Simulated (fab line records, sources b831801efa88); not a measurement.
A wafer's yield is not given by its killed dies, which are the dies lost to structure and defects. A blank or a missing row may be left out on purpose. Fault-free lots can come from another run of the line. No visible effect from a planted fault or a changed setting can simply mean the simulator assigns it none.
Which tool is to blame? | flow sky130 | Sampling: 6 lots, 18 wafers, 2 of 708 route steps

WHAT THE GAUGES READ, wafer by wafer
SKY_VT_ADJUST_PCH_OVL_MEAS_07.
lot  | measured     | on         | VT_ADJUST_PCH_OVL (nm)
L214 | day 11 16:03 | overlay-01 | -0.7 0.5 0.2
L216 | day 12 04:29 | overlay-02 | -2.3 -1.8 -2.8
L219 | day 13 11:31 | overlay-02 | -0.9 -1.8 -2.0
L222 | day 14 12:41 | overlay-02 | -4.1 -4.6 -2.2
L228 | day 16 12:07 | overlay-02 | -0.9 -0.8 -1.4
L232 | day 17 11:56 | overlay-02 | -1.4 1.1 -0.9

EACH LOT AND THE TOOL THAT RAN IT (in order: tool; ch and the chambers of the sampled wafers; start)
lot  | SKY_VT_ADJUST_HVTR_STRIP_10
L214 | plasmaAsher-03 ch 0,1, day 10 16:23
L216 | plasmaAsher-03 ch 0,1, day 11 04:49
L219 | plasmaAsher-03 ch 0,1, day 12 10:52
L222 | plasmaAsher-02 ch 0,1, day 13 11:01
L228 | plasmaAsher-03 ch 0,1, day 15 08:04
L232 | plasmaAsher-01 ch 0,1, day 16 08:35
- SKY_VT_ADJUST_HVTR_STRIP_10: strips in O2/N2.

THE ANSWER, worked out from the rows above alone
Rule: what is usual is taken from the lots themselves. Put in order of their means at a reading, lots are off if they are a third of the lots or fewer, leave a main group of 4 or more, and stand apart from it by a gap of 3 or more times the standard deviation of the main group's means; of several such gaps the widest counts. Not used: any main group whose means are identical at the precision the tables above print for the reading. A lot without any number at a reading at which 4 lots or more have one is off too. Where the step has rows for the other lots, those lots are counted as sound.
Nothing can be told from this: no lot is off at any reading shown.

WHAT WAS PUT IN BY THE SIMULATOR
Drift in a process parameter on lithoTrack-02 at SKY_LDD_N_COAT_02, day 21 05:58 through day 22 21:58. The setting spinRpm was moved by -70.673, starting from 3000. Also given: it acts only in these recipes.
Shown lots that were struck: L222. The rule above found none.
